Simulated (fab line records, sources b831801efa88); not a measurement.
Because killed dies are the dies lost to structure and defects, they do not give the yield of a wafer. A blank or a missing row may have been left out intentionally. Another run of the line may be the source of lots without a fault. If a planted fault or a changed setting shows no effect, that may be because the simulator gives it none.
Which tool was responsible?	flow sky130	33 wafers from 11 lots sampled at 5 of the route's 708 steps

## WHAT EACH GAUGE READ, for each wafer
SKY_LDD_LDN_TW_MEAS_13.
lot	measured	on	LDD_LDN_TW
L862	day 22 20:23	film-metro-02	1487 1486 1489
L863	day 23 04:50	film-metro-02	1485 1473 1476
L864	day 23 21:52	film-metro-01	1466 1460 1472
L869	day 25 12:34	film-metro-01	1474 1464 1471
L870	day 26 03:02	film-metro-01	1469 1468 1472
L874	day 27 19:17	film-metro-04	1503 1506 1498
L877	day 28 11:16	film-metro-01	1469 1471 1467
L881	day 29 20:42	film-metro-04	1503 1500 1502
L883	day 30 10:17	film-metro-04	1502 1507 1501
L884	day 30 13:11	film-metro-01	1474 1479 1469
L885	day 31 03:08	film-metro-04	1504 1510 1498

SKY_POLY_CUT_OVL_MEAS_09.
lot	measured	on	POLY_CUT_OVL (nm)
L862	day 24 04:07	overlay-02	3 1 9
L863	day 24 12:04	overlay-02	-12 6 3
L864	day 25 05:21	overlay-01	-2 13 -6
L869	day 26 19:06	overlay-02	8 9 7
L870	day 27 09:18	overlay-02	6 -3 6
L874	day 29 01:19	overlay-02	2 -2 13
L877	day 29 17:43	overlay-01	-5 1 5
L881	day 31 01:46	overlay-01	-2 3 -2
L883	day 31 15:46	overlay-02	-5 1 -1
L884	day 31 18:46	overlay-01	-1 1 -2
L885	day 32 07:57	overlay-02	3 7 3

SKY_LI_CONTACT_THK_MEAS_01.
lot	measured	on	LI_CONTACT_HDPCVD_THK (nm)
L862	day 27 23:19	film-metro-02	930 928 936
L863	day 28 06:13	film-metro-03	926 918 931
L864	day 28 20:49	film-metro-02	942 931 928
L869	day 30 10:43	film-metro-01	923 939 924
L870	day 30 23:33	film-metro-01	935 953 942
L874	day 32 13:28	film-metro-01	952 1114 937
L877	day 33 04:57	film-metro-03	925 1088 919
L881	day 34 11:11	film-metro-03	926 937 936
L883	day 35 00:07	film-metro-03	934 933 939
L884	day 35 03:16	film-metro-02	957 944 951
L885	day 35 17:43	film-metro-03	948 954 945

## EACH LOT AND THE TOOL THAT RAN IT (in order: tool; ch and the chambers of the sampled wafers; start)
lot	SKY_POLY_CUT_ETCH_10	SKY_LI_CONTACT_HDPCVD_00
L862	rie-diel-02 ch 1,2, day 24 04:08	hdpcvd-02 ch 1,2, day 27 23:12
L863	rie-diel-02 ch 0,1,2, day 24 12:05	hdpcvd-01 ch 0,1, day 28 06:07
L864	rie-diel-02 ch 1,2, day 25 05:23	hdpcvd-02 ch 0,1,2, day 28 20:43
L869	rie-diel-03 ch 0,2,3, day 26 19:08	hdpcvd-02 ch 0,1, day 30 10:37
L870	rie-diel-02 ch 0,1, day 27 09:20	hdpcvd-02 ch 1,2, day 30 23:27
L874	rie-diel-01 ch 2,3, day 29 01:20	hdpcvd-02 ch 0,1,2, day 32 13:22
L877	rie-diel-01 ch 0,1,2, day 29 17:45	hdpcvd-02 ch 0,1,2, day 33 04:51
L881	rie-diel-01 ch 1,2, day 31 01:47	hdpcvd-01 ch 0,1,2, day 34 11:04
L883	rie-diel-01 ch 0,1, day 31 15:48	hdpcvd-01 ch 0,1,2, day 35 00:00
L884	rie-diel-03 ch 0,2,3, day 31 18:48	hdpcvd-01 ch 0,1, day 35 03:09
L885	rie-diel-01 ch 0,1,2, day 32 07:59	hdpcvd-01 ch 0,2, day 35 17:36
- SKY_POLY_CUT_ETCH_10: etches BARC in N2/H2, stops on SiO2, time 45.9 s, target depth 60 nm.
- SKY_LI_CONTACT_HDPCVD_00: deposits PSG, target thk 930 nm, time 155 s.

## AS READ BY THE TOOLS THEMSELVES (means over the sampled wafers that have a number; for cases with no such wafer, the mark the record gives instead)
SKY_POLY_CUT_ETCH_10.
lot	tool	chamber-pressure-mTorr (mTorr)	drypump-motor-current-A (A)	n2-flow-sccm (sccm)	oes-product-au (a.u.)	rf-fwd-power-W (W)	throttle-valve-pct (%)
L862	rie-diel-02	30.021	5.61	100.05	0.855	496.5	13.222
L863	rie-diel-02	30.004	5.51	100.25	0.853	496.2	13.218
L864	rie-diel-02	29.999	5.62	100.23	0.850	497.6	13.220
L869	rie-diel-03	30.012	5.77	100.00	0.851	493.7	13.223
L870	rie-diel-02	30.017	5.57	100.14	0.853	495.7	13.231
L874	rie-diel-01	30.001	5.99	99.98	0.860	493.8	13.228
L877	rie-diel-01	29.971	5.83	100.09	0.855	494.8	13.224
L881	rie-diel-01	29.996	5.93	100.06	0.854	495.8	13.222
L883	rie-diel-01	30.007	5.79	100.08	0.856	495.2	13.222
L884	rie-diel-03	30.054	5.74	99.96	0.852	496.8	13.220
L885	rie-diel-01	30.007	5.82	100.16	0.855	494.8	13.229

SKY_LI_CONTACT_HDPCVD_00.
lot	tool	run-length-s (s)
L862	hdpcvd-02	183.6
L863	hdpcvd-01	182.5
L864	hdpcvd-02	183.4
L869	hdpcvd-02	182.9
L870	hdpcvd-02	183.1
L874	hdpcvd-02	192.6
L877	hdpcvd-02	192.4
L881	hdpcvd-01	182.7
L883	hdpcvd-01	182.5
L884	hdpcvd-01	182.3
L885	hdpcvd-01	182.7

## THE ANSWER, worked out from the rows above alone
Rule: the usual values come from the lots themselves. The widest of any qualifying gaps counts: lots, ordered by their means at a reading, are off when they make up no more than a third of the lots, leave a main group of 4 or more, and stand apart from it by 3 or more times the standard deviation of that group's means. The tables above print the reading to a certain number of digits; a main group whose means all agree to those digits is not used. Also off: a lot with no number at a reading for which 4 or more lots have one. All remaining lots with rows at the step are treated as sound. First the gauges in route order, then the tools' own readings, where a lot's mean is used as printed above. At the first step where some lot is off, the reading lying furthest off is the one used; lots without a number count as furthest.
Off: L874, L877, at SKY_LI_CONTACT_THK_MEAS_01 (LI_CONTACT_HDPCVD_THK). The main group: mean 937 nm, standard deviation 8.5.
A tool fits if, at a process step before that reading, it ran every lot that is off, and no sound lot after the first of them. Not tried: the gauges at SKY_LI_CONTACT_THK_MEAS_01; whatever is off there is also off at SKY_LI_CONTACT_HDPCVD_00, on other tools, and gauge error can't account for it. One candidate fits, namely hdpcvd-02 at SKY_LI_CONTACT_HDPCVD_00. A fault onset in the window from L870 (day 30 23:27, its last sound lot) to L874 (day 32 13:22, its first lot off) fits.
The tool's own readings at SKY_LI_CONTACT_HDPCVD_00 bear it out: on the lots that are off they differ by more than 5 times the standard deviation of the sound lots' means. run-length-s reads 192.5 s there against 182.9 s on the sound lots.

## WHAT THE SIMULATOR PUT IN
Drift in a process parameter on hdpcvd-02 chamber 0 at SKY_LI_CONTACT_HDPCVD_00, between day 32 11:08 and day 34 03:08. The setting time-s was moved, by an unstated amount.
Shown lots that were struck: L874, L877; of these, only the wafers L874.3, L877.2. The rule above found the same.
